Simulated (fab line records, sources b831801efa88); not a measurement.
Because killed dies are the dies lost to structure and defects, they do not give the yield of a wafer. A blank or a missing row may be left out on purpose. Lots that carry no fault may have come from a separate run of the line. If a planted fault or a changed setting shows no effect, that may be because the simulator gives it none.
Matching of chambers / flow sky130 / SKY_PAD_OPEN_ETCH_07 on rie diel-03: 4 sister chambers
The step etches the open film in CF4/O2, stops on AlCu, target depth 725 nm, time 161.1 s. 16 wafers are shown with their chamber, then 8 later ones without.

== WAFERS, EACH WITH ITS CHAMBER ==
wafer=L074.1; chamber=1; drypump motor current A (A)=5.9; oes product au (a.u.)=0.977; throttle valve pct (%)=5.947
wafer=L074.3; chamber=3; drypump motor current A (A)=6.3; oes product au (a.u.)=0.991; throttle valve pct (%)=5.966
wafer=L074.5; chamber=1; drypump motor current A (A)=5.9; oes product au (a.u.)=0.986; throttle valve pct (%)=5.967
wafer=L077.1; chamber=1; drypump motor current A (A)=5.9; oes product au (a.u.)=0.980; throttle valve pct (%)=5.948
wafer=L077.2; chamber=0; drypump motor current A (A)=6.1; oes product au (a.u.)=0.976; throttle valve pct (%)=5.978
wafer=L077.4; chamber=2; drypump motor current A (A)=6.5; oes product au (a.u.)=0.979; throttle valve pct (%)=5.959
wafer=L080.3; chamber=1; drypump motor current A (A)=5.9; oes product au (a.u.)=0.971; throttle valve pct (%)=5.951
wafer=L080.5; chamber=0; drypump motor current A (A)=6.2; oes product au (a.u.)=0.980; throttle valve pct (%)=5.966
wafer=L080.6; chamber=3; drypump motor current A (A)=6.4; oes product au (a.u.)=0.990; throttle valve pct (%)=5.954
wafer=L079.4; chamber=0; drypump motor current A (A)=6.2; oes product au (a.u.)=0.987; throttle valve pct (%)=5.961
wafer=L079.5; chamber=2; drypump motor current A (A)=6.4; oes product au (a.u.)=0.977; throttle valve pct (%)=5.967
wafer=L079.6; chamber=3; drypump motor current A (A)=6.3; oes product au (a.u.)=0.985; throttle valve pct (%)=5.974
wafer=L083.3; chamber=1; drypump motor current A (A)=5.9; oes product au (a.u.)=0.966; throttle valve pct (%)=5.955
wafer=L083.5; chamber=2; drypump motor current A (A)=6.5; oes product au (a.u.)=0.986; throttle valve pct (%)=5.969
wafer=L083.6; chamber=1; drypump motor current A (A)=5.9; oes product au (a.u.)=0.975; throttle valve pct (%)=5.947
wafer=L093.1; chamber=1; drypump motor current A (A)=5.9; oes product au (a.u.)=0.976; throttle valve pct (%)=5.967

SIGNATURES (means of the wafers above)
reading=drypump motor current A; chamber 0=6.167; chamber 1=5.900; chamber 2=6.467; chamber 3=6.333; scatter within a chamber=0.0408
reading=oes product au; chamber 0=0.98100; chamber 1=0.97586; chamber 2=0.98067; chamber 3=0.98867; scatter within a chamber=0.00555
reading=throttle valve pct; chamber 0=5.96833; chamber 1=5.95457; chamber 2=5.96500; chamber 3=5.96467; scatter within a chamber=0.00862
Rule: a wafer's distance from a chamber is the root of the sum, over the readings, of the square of ((its reading less the chamber's mean) divided by the reading's scatter). The wafer belongs to the nearest chamber; if the next one is less than 2 further off, it can't be placed. The scatter: the root of (the sum of the squares of (reading less its chamber's mean) over the shown wafers, divided by (wafers less chambers)).

== WAFERS MISSING THEIR CHAMBER ==
wafer=L093.2; drypump motor current A (A)=6.1; oes product au (a.u.)=0.981; throttle valve pct (%)=5.945
wafer=L093.4; drypump motor current A (A)=6.3; oes product au (a.u.)=0.989; throttle valve pct (%)=5.964
wafer=L094.2; drypump motor current A (A)=6.3; oes product au (a.u.)=0.982; throttle valve pct (%)=6.000
wafer=L094.3; drypump motor current A (A)=6.1; oes product au (a.u.)=0.977; throttle valve pct (%)=5.966
wafer=L094.4; drypump motor current A (A)=5.9; oes product au (a.u.)=0.981; throttle valve pct (%)=5.962
wafer=L095.4; drypump motor current A (A)=6.5; oes product au (a.u.)=0.979; throttle valve pct (%)=5.974
wafer=L095.5; drypump motor current A (A)=6.2; oes product au (a.u.)=0.985; throttle valve pct (%)=5.968
wafer=L095.6; drypump motor current A (A)=6.4; oes product au (a.u.)=0.985; throttle valve pct (%)=5.961

== CHAMBER TAKEN BY EACH ==
wafer=L093.2; from the rows above=can't be placed: 0 or 1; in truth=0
wafer=L093.4; from the rows above=3; in truth=3
wafer=L094.2; from the rows above=can't be placed: 3 or 0 or 2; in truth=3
wafer=L094.3; from the rows above=0; in truth=0
wafer=L094.4; from the rows above=1; in truth=1
wafer=L095.4; from the rows above=2; in truth=2
wafer=L095.5; from the rows above=0; in truth=0
wafer=L095.6; from the rows above=can't be placed: 3 or 2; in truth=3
Placed correctly: 5 of 8. Can't be placed from these rows: 3 (the true chamber is among the candidates in 3). 0 placed wrongly.
